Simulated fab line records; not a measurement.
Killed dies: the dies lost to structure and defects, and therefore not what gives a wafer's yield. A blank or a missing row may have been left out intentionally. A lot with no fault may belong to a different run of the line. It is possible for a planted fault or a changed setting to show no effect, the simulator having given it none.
What tool caused it?    flow gf180mcu    36 wafers from 12 lots sampled at 2 of the route's 602 steps

WHAT THE GAUGES READ, wafer by wafer
GF_VT_IMPLANT_OVL_MEAS_18.
lot   measured      on          VT_IMPLANT_01_OVL (nm)
L075  day 6 12:31   overlay-01  -1.3 -0.6 -0.9
L077  day 7 02:01   overlay-02  -1.0 -0.9 0.8
L079  day 7 13:41   overlay-01  -1.5 -0.1 -1.7
L081  day 8 01:55   overlay-01  -0.5 -0.7 0.4
L083  day 8 17:10   overlay-01  -2.4 -1.7 -2.8
L085  day 9 04:51   overlay-02  -0.3 1.6 0.3
L087  day 9 17:04   overlay-02  -1.7 -1.9 -0.9
L089  day 10 04:04  overlay-02  -0.6 -0.5 -0.3
L091  day 10 18:45  overlay-02  -1.0 -0.1 -0.3
L093  day 11 05:49  overlay-02  1.7 2.0 3.5
L095  day 11 20:16  overlay-02  2.2 0.3 2.2
L097  day 12 10:43  overlay-02  0.8 0.4 1.6

WHAT TOOL EACH LOT RAN ON (gives the tool, then ch and the chambers of the sampled wafers, and finally the start)
lot   GF_STI_CMP_25
L075  cmp-02 ch 1,2, day 2 09:58
L077  cmp-01 ch 1,2,3, day 2 21:14
L079  cmp-01 ch 0,2,3, day 3 04:53
L081  cmp-02 ch 0,1,3, day 3 15:55
L083  cmp-01 ch 0,1, day 4 02:51
L085  cmp-02 ch 1,2,3, day 4 13:31
L087  cmp-01 ch 0,1,3, day 4 23:16
L089  cmp-01 ch 0,1,3, day 5 09:03
L091  cmp-01 ch 0,1,3, day 5 19:41
L093  cmp-01 ch 2,3, day 6 04:49
L095  cmp-01 ch 0,2,3, day 6 15:43
L097  cmp-02 ch 0,2,3, day 7 02:25
- GF_STI_CMP_25: polishes, stops on Si3N4, t overpolish 33 s, target thk 524.6 nm.

THE ANSWER, worked out from the rows above alone
Rule: what is usual is taken from the lots themselves. The widest of any qualifying gaps counts: lots, ordered by their means at a reading, are off when they make up no more than a third of the lots, leave a main group of 4 or more, and stand apart from it by 3 or more times the standard deviation of that group's means. A main group is skipped when, at the precision printed for the reading in the tables above, its means are all equal. Also off: a lot with no number at a reading for which 4 or more lots have one. The other lots that the step has rows for count as sound.
Across all readings shown, no lot is off: no conclusion can be drawn from this.

WHAT HAD BEEN PUT IN BY THE SIMULATOR
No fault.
